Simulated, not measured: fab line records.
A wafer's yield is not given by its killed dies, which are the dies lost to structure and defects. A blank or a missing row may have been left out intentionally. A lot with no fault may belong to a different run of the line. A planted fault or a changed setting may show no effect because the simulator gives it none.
fab line records	flow gf180mcu
record: lots: 11	wafers: 33	lastDay: 34
route steps=602 shown STI@13 MVPSD@89 VT_IMPLANT@99
lots with no fault: from the same line, run without faults
startH: hours from the record's first day to the start of the lot's first wafer shown	waitH: how many hours have passed since the lot's step before this one	" unchanged from the row above	L1.1+2: a single row standing in for several wafers	- no value, or no start was given	* or withheld: withheld	< > ~ a bound
route shown NAME@n: names a module that has steps shown in the file, with the first one's number in the route	usual: mean/standard deviation of fault-free wafers	same: alike in all rows	chamber/n: place in a boat	sites: per-site readings	_std_site: standard deviation of those values	_edge_site: mean of outer sites minus mean of inner sites	radiusMm: for every site, how far away it sits from the centre of the wafer	mask NAME#n: copy n	behind: the last tool/chamber to shape the wafer	hold: the reason the lot was held/the length of the hold in hours/how it ended	device: transistor that didn't switch, given as n, p or np	end of line: tests run on the same wafers once the route is complete	step lacking rows: just its recipe	killed: the dies lost at the first sort to structure and to defects; this is not the yield of the wafer	map: a wafer's dies, x killed, . not, _ none there
set.NAME: the setting as run; set.NAME@STEP: as run at that earlier step	model.NAME: the simulator's own value behind a step, which no gauge read
one table for each step of the route and one row for each wafer, over a sample of lots
services: the hour from which a tool's chamber was out of use, counted from the record's first day as startH (under 0 if before that day), plus the number of hours and why
== steps ==
step: GF_STI_CD_MEAS_12
recipe: targetCdNm: 220
usual: cdNm: 219.7/1.1
lot.wafer	tool	chamber	startH	waitH	cdNm
L988.1	cdSem-02	-	25.09	0.1	219.3
L988.4	"	-	"	"	219.7
L988.6	"	-	"	"	220.4
L989.1	cdSem-02	-	30.14	0.1	221.3
L989.2	"	-	"	"	220.5
L989.5	"	-	"	"	221.4
L990.1	cdSem-02	-	36.03	0.1	219.2
L990.5	"	-	"	"	219.2
L990.6	"	-	"	"	219.6
L991.1	cdSem-01	-	43.19	0.1	218.7
L991.2	"	-	"	"	219.5
L991.6	"	-	"	"	219.9
L992.2	cdSem-02	-	46.61	0.1	219.2
L992.4	"	-	"	"	219.2
L992.6	"	-	"	"	218.7
L998.1	cdSem-01	-	76.19	0.1	218.2
L998.3	"	-	"	"	219.0
L998.4	"	-	"	"	217.6
L999.1	cdSem-02	-	81.68	0.1	219.8
L999.5	"	-	"	"	219.0
L999.6	"	-	"	"	220.4
L100.1	cdSem-02	-	89.18	0.1	219.9
L100.2	"	-	"	"	221.9
L100.5	"	-	"	"	218.4
L104.2	cdSem-02	-	108.45	0.1	218.3
L104.3	"	-	"	"	217.8
L104.4	"	-	"	"	218.7
L105.2	cdSem-01	-	112.95	0.1	218.3
L105.3	"	-	"	"	218.8
L105.5	"	-	"	"	218.6
L111.1	cdSem-01	-	144.03	0.1	218.6
L111.2	"	-	"	"	217.7
L111.6	"	-	"	"	218.5
step: GF_STI_OXIDATION_29
recipe: tempC: 900	ambient: O2	stabiliseS: 600	purgeS: 300	targetThkA: 100	oxTimeS: 1418
usual: oxTimeS: 1418/0	spikeTcTopC: 914.3/1.3
lot.wafer	tool	chamber	startH	waitH	oxTimeS	spikeTcTopC
L988.1	furnace-02	0	30.82	0.3	1418	914.6
L988.4	"	0	"	"	1418	914.6
L988.6	"	0	"	"	1418	915.8
L989.1	furnace-01	0	34.01	0.0	1418	914.0
L989.2	"	0	"	"	1418	914.6
L989.5	"	0	"	"	1418	913.9
L990.1	furnace-02	0	39.22	0.0	1418	917.2
L990.5	"	0	"	"	1418	914.7
L990.6	"	0	"	"	1418	915.4
L991.1	furnace-01	0	48.01	1.8	1418	911.6
L991.2	"	0	"	"	1418	912.6
L991.6	"	0	"	"	1418	913.0
L992.2	furnace-01	0	51.93	0.3	1418	912.5
L992.4	"	0	"	"	1418	914.4
L992.6	"	0	"	"	1418	913.8
L998.1	furnace-02	0	79.92	0.2	2694.2	914.3
L998.3	"	0	"	"	2694.2	915.1
L998.4	"	0	"	"	2694.2	915.3
L999.1	furnace-02	0	84.68	0.0	2694.2	916.7
L999.5	"	0	"	"	2694.2	914.6
L999.6	"	0	"	"	2694.2	914.9
L100.1	furnace-02	0	93.87	1.7	2694.2	916.2
L100.2	"	0	"	"	2694.2	913.8
L100.5	"	0	"	"	2694.2	915.9
L104.2	furnace-01	0	116.51	2.6	1418	912.7
L104.3	"	0	"	"	1418	914.0
L104.4	"	0	"	"	1418	913.7
L105.2	furnace-01	0	119.35	1.5	1418	912.1
L105.3	"	0	"	"	1418	913.0
L105.5	"	0	"	"	1418	913.2
L111.1	furnace-01	0	147.01	0.0	1418	913.2
L111.2	"	0	"	"	1418	911.7
L111.6	"	0	"	"	1418	913.2
step: GF_STI_THK_MEAS_30
recipe: reads: SiO2_of_STI_OXIDATION_29
usual: STI_OXIDATION_02_THK: 9.92/0.2
lot.wafer	tool	chamber	startH	waitH	STI_OXIDATION_02_THK[nm]
L988.1	filmMetro-03	-	32.21	0.0	9.79
L988.4	"	-	"	"	9.84
L988.6	"	-	"	"	9.69
L989.1	filmMetro-02	-	35.41	0.0	9.91
L989.2	"	-	"	"	9.76
L989.5	"	-	"	"	9.81
L990.1	filmMetro-02	-	40.61	0.0	9.90
L990.5	"	-	"	"	9.79
L990.6	"	-	"	"	9.74
L991.1	filmMetro-03	-	49.41	0.0	9.93
L991.2	"	-	"	"	9.97
L991.6	"	-	"	"	9.88
L992.2	filmMetro-01	-	53.33	0.0	9.84
L992.4	"	-	"	"	9.81
L992.6	"	-	"	"	9.95
L998.1	filmMetro-01	-	81.31	0.0	15.51
L998.3	"	-	"	"	15.50
L998.4	"	-	"	"	15.27
L999.1	filmMetro-02	-	86.07	0.0	15.40
L999.5	"	-	"	"	15.22
L999.6	"	-	"	"	15.30
L100.1	filmMetro-01	-	95.26	0.0	15.46
L100.2	"	-	"	"	15.53
L100.5	"	-	"	"	15.43
L104.2	filmMetro-01	-	117.92	0.0	9.87
L104.3	"	-	"	"	9.89
L104.4	"	-	"	"	9.87
L105.2	filmMetro-01	-	120.75	0.0	10.18
L105.3	"	-	"	"	10.07
L105.5	"	-	"	"	10.17
L111.1	filmMetro-02	-	148.41	0.0	9.94
L111.2	"	-	"	"	9.80
L111.6	"	-	"	"	9.77
step: GF_MVPSD_TW_MEAS_11
usual: MVPSD_TW: 552.8/2.3
lot.wafer	tool	chamber	startH	waitH	MVPSD_TW
L988.1	filmMetro-04	-	98.01	0.1	550.8
L988.4	"	-	"	"	550.0
L988.6	"	-	"	"	551.1
L989.1	filmMetro-04	-	102.45	0.1	551.9
L989.2	"	-	"	"	552.7
L989.5	"	-	"	"	557.1
L990.1	filmMetro-02	-	106.36	0.1	555.9
L990.5	"	-	"	"	552.9
L990.6	"	-	"	"	551.6
L991.1	filmMetro-04	-	117.30	0.1	555.0
L991.2	"	-	"	"	554.5
L991.6	"	-	"	"	554.5
L992.2	filmMetro-04	-	121.97	0.1	552.1
L992.4	"	-	"	"	553.7
L992.6	"	-	"	"	552.7
L998.1	filmMetro-02	-	154.06	0.1	556.2
L998.3	"	-	"	"	557.1
L998.4	"	-	"	"	553.6
L999.1	filmMetro-03	-	158.96	0.1	553.3
L999.5	"	-	"	"	551.3
L999.6	"	-	"	"	550.2
L100.1	filmMetro-04	-	168.80	0.1	552.6
L100.2	"	-	"	"	551.2
L100.5	"	-	"	"	548.9
L104.2	filmMetro-03	-	197.03	0.1	553.2
L104.3	"	-	"	"	551.3
L104.4	"	-	"	"	552.4
L105.2	filmMetro-04	-	200.81	0.1	553.0
L105.3	"	-	"	"	550.5
L105.5	"	-	"	"	553.8
L111.1	filmMetro-04	-	235.17	0.1	553.3
L111.2	"	-	"	"	553.8
L111.6	"	-	"	"	554.2
step: GF_VT_IMPLANT_STRIP_09
recipe: chemistry: O2/N2	powerW: 1400	pressureMtorr: 1500	platenTempC: 250	o2FlowSccm: 3000	n2FlowSccm: 300	overashFraction: 0.5
usual: drypumpMotorCurrentA: 5.6/0.44	heaterPowerW: 305/38	oesProductAu: 0.716/0.0046	stripTimeToEndpointS: 12.657/0.03
same: overashFraction: 0.5
lot.wafer	tool	chamber	startH	waitH	drypumpMotorCurrentA	heaterPowerW	oesProductAu	rfHoursCounterH	stripTimeToEndpointS
L988.1	plasmaAsher-03	0	111.53	0.1	6.1	346	0.716	41	12.669
L988.4	"	0	"	"	6.1	334	0.706	-	12.680
L988.6	"	1	"	"	5.4	242	0.716	-	12.634
L989.1	plasmaAsher-03	1	115.75	0.1	5.4	247	0.716	41	12.625
L989.2	"	0	"	"	6.1	333	0.720	41	12.604
L989.5	"	1	"	"	5.4	240	0.721	-	12.636
L990.1	plasmaAsher-03	1	119.85	0.1	5.3	243	0.709	41	12.691
L990.5	"	1	"	"	5.4	241	0.717	-	12.661
L990.6	"	0	"	"	6.1	330	0.716	-	12.728
L991.1	plasmaAsher-03	0	132.20	0.1	6.1	342	0.717	43	12.660
L991.2	"	1	"	"	5.3	243	0.709	43	12.712
L991.6	"	1	"	"	5.4	243	0.714	-	12.695
L992.2	plasmaAsher-02	0	136.58	0.1	5.6	360	0.716	51	12.632
L992.4	"	0	"	"	5.6	355	0.719	-	12.639
L992.6	"	1	"	"	6.1	296	0.710	-	12.621
L998.1	plasmaAsher-02	1	169.50	0.1	6.1	301	0.718	55	12.669
L998.3	"	1	"	"	6.1	295	0.719	-	12.660
L998.4	"	0	"	"	5.6	361	0.713	-	12.700
L999.1	plasmaAsher-03	0	174.90	0.1	6.1	335	0.717	46	12.634
L999.5	"	1	"	"	5.4	249	0.718	-	12.656
L999.6	"	0	"	"	6.1	334	0.713	-	12.642
L100.1	plasmaAsher-02	1	184.92	0.1	6.1	294	0.714	57	12.671
L100.2	"	0	"	"	5.6	348	0.718	57	12.655
L100.5	"	0	"	"	5.6	351	0.719	-	12.646
L104.2	plasmaAsher-02	0	214.32	0.1	5.6	354	0.706	59	12.642
L104.3	"	1	"	"	6.1	306	0.713	-	12.657
L104.4	"	0	"	"	5.6	364	0.714	-	12.664
L105.2	plasmaAsher-01	0	218.52	0.1	5.4	292	0.719	45	12.680
L105.3	"	1	"	"	4.8	318	0.714	-	12.689
L105.5	"	0	"	"	5.4	303	0.720	-	12.717
L111.1	plasmaAsher-03	0	253.67	0.1	6.1	336	0.708	54	12.618
L111.2	"	1	"	"	5.4	247	0.709	54	12.687
L111.6	"	1	"	"	5.4	248	0.715	-	12.663
== services ==
tool	chamber	startH	hours	kind
furnace-02	-	19.71	5.3	pm
furnace-02	-	25.04	3.1	pm
plasmaAsher-01	-	28.70	1.1	repair
furnace-01	-	65.34	3.2	pm
furnace-01	-	68.49	3.9	pm
plasmaAsher-03	-	78.43	0.8	repair
furnace-01	-	87.77	20.2	pm
plasmaAsher-01	-	106.91	2.8	pm
plasmaAsher-03	-	112.84	2.8	pm
plasmaAsher-03	-	137.53	8.1	repair
plasmaAsher-01	-	171.77	1.5	repair
furnace-02	-	185.85	4.1	pm
furnace-02	-	189.95	3.4	pm
furnace-01	-	232.20	4.5	pm
== key ==
firstSign: step: GF_STI_OXIDATION_29	reading: oxTimeS	direction: up	sigmas: 99+	usual: *	struck: *
effect: step: GF_STI_THK_MEAS_30	reading: STI_OXIDATION_02_THK	direction: up	sigmas: 28	usual: 9.92	struck: 15.40
metAt GF_STI_OXIDATION_29
struckLots L998,L999,L100
testerLeftOut L998,L999,L100
notActingAt GF_STI_CD_MEAS_12,GF_MVPSD_TW_MEAS_11,GF_VT_IMPLANT_STRIP_09
onsetBetween 39.22 79.92
fault: kind: processParameterDrift	tool: furnace-02	chamber: -	onsetH: 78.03	steps: GF_STI_OXIDATION_29	channel: oxTimeS	offset: *	shape: step	endH: 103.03	actsIn: *	stated: *
testerLeftOut: of these lots the tester's yield and bins aren't shown, on N5 and GAA mostly nor the transistor test; their killed dies are dies lost to structure and defects alone, not to doping, threshold or leakage, so they don't give the yield
